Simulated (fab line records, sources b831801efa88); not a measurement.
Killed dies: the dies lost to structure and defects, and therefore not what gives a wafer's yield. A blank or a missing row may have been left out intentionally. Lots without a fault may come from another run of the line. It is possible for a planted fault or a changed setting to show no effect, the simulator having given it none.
A single fault, viewed from 2 desks || flow gf180mcu || each desk holds nothing but its own numbers, with what lay behind them at the end

## AT THE TOOL OWNER'S DESK: iline stepper-01
The tool's own readings at GF_HV_LDD_EXPOSE_28 (exposes mask Nplus HV AREA, target cd 400 nm): means of the sampled wafers that have a number, for each lot that ran on this tool. If a lot's mean is further than 4 standard deviations from the usual mean, the lot is out of limits and carries the mark OUT (the distance appears in the brackets).
Columns: A = exposure dose mJ cm2 at GF_HV_LDD_EXPOSE_28, usual 139.98
{"lot": "L465", "first seen here": "day 12 06:29", "A": 140.00}
{"lot": "L469", "first seen here": "day 13 16:38", "A": 139.93}
{"lot": "L473", "first seen here": "day 15 01:55", "A": 140.07}
{"lot": "L477", "first seen here": "day 16 14:40", "A": 140.12}
{"lot": "L478", "first seen here": "day 16 16:18", "A": 139.97}
{"lot": "L479", "first seen here": "day 16 20:37", "A": "132.89 (-55) OUT"}
{"lot": "L480", "first seen here": "day 17 00:22", "A": "133.01 (-54) OUT"}
This desk finds L479, L480 out of limits, L479 being first, at day 16 20:37 (exposure dose mJ cm2 at GF_HV_LDD_EXPOSE_28). L465, L469, L473, L477, L478: within limits.

## METROLOGY DESK
Lot by lot, what the gauges showed, no matter which tool ran the lot: averages of those sampled wafers that carry a number. If a lot's mean is further than 4 standard deviations from the usual mean, the lot is out of limits and carries the mark OUT (the distance appears in the brackets).
Columns: A = cd nm at GF_HV_LDD_CD_MEAS_31, usual 400.4 nm; B = SAB_CVD_00_THK at GF_SAB_THK_MEAS_01, usual 50.1 nm; C = M1_ALCU_RS at GF_M1_RS_MEAS_05, usual 0.0696 ohm/sq
{"lot": "L464", "first seen here": "day 12 09:47", "A": 400.1, "B": 50.0, "C": 0.0689}
{"lot": "L465", "first seen here": "day 12 15:55", "A": 398.9, "B": 49.9, "C": 0.0708}
{"lot": "L467", "first seen here": "day 13 08:42", "A": 400.2, "B": 49.7, "C": 0.0700}
{"lot": "L468", "first seen here": "day 13 18:31", "A": 401.0, "B": 49.7, "C": 0.0703}
{"lot": "L469", "first seen here": "day 14 02:55", "A": 402.6, "B": 49.2, "C": 0.0699}
{"lot": "L470", "first seen here": "day 14 10:43", "A": 401.6, "B": 49.6, "C": 0.0701}
{"lot": "L472", "first seen here": "day 14 23:33", "A": 399.4, "B": 49.6, "C": 0.0694}
{"lot": "L473", "first seen here": "day 15 12:22", "A": 399.4, "B": 50.9, "C": 0.0684}
{"lot": "L477", "first seen here": "day 17 01:36", "A": 399.0, "B": 49.9, "C": 0.0691}
{"lot": "L478", "first seen here": "day 17 03:55", "A": 404.6, "B": 50.5, "C": 0.0694}
{"lot": "L479", "first seen here": "day 17 08:20", "A": "384.9 (-7.7) OUT", "B": 50.0, "C": 0.0698}
{"lot": "L480", "first seen here": "day 17 11:43", "A": "386.4 (-7.0) OUT", "B": 51.3, "C": 0.0685}
{"lot": "L483", "first seen here": "day 19 04:41", "A": 398.6, "B": 49.9, "C": 0.0692}
This desk finds L479, L480 out of limits, L479 being first, at day 17 08:20 (cd nm at GF_HV_LDD_CD_MEAS_31). L464, L465, L467, L468, L469, L470, L472, L473, L477, L478, L483: within limits.

## TAKEN TOGETHER
The tool owner's desk had the chance to raise an alarm at day 16 20:37 on L479, L480.
On L479, L480, the metrology desk was in a position to raise an alarm at day 17 08:20.
Of the lots named, all ran GF_HV_LDD_EXPOSE_28 on iline stepper-01.

## WHAT WAS PUT IN BY THE SIMULATOR
Process parameters drifting: iline stepper-01 at GF_HV_LDD_EXPOSE_28, beginning at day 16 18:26. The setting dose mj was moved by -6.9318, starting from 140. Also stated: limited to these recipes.
Lots struck among those shown: L479, L480.
Delay (hours) between the fault's onset and each desk's first out-of-limits reading: 2 at the tool owner's desk, 14 at the metrology desk.
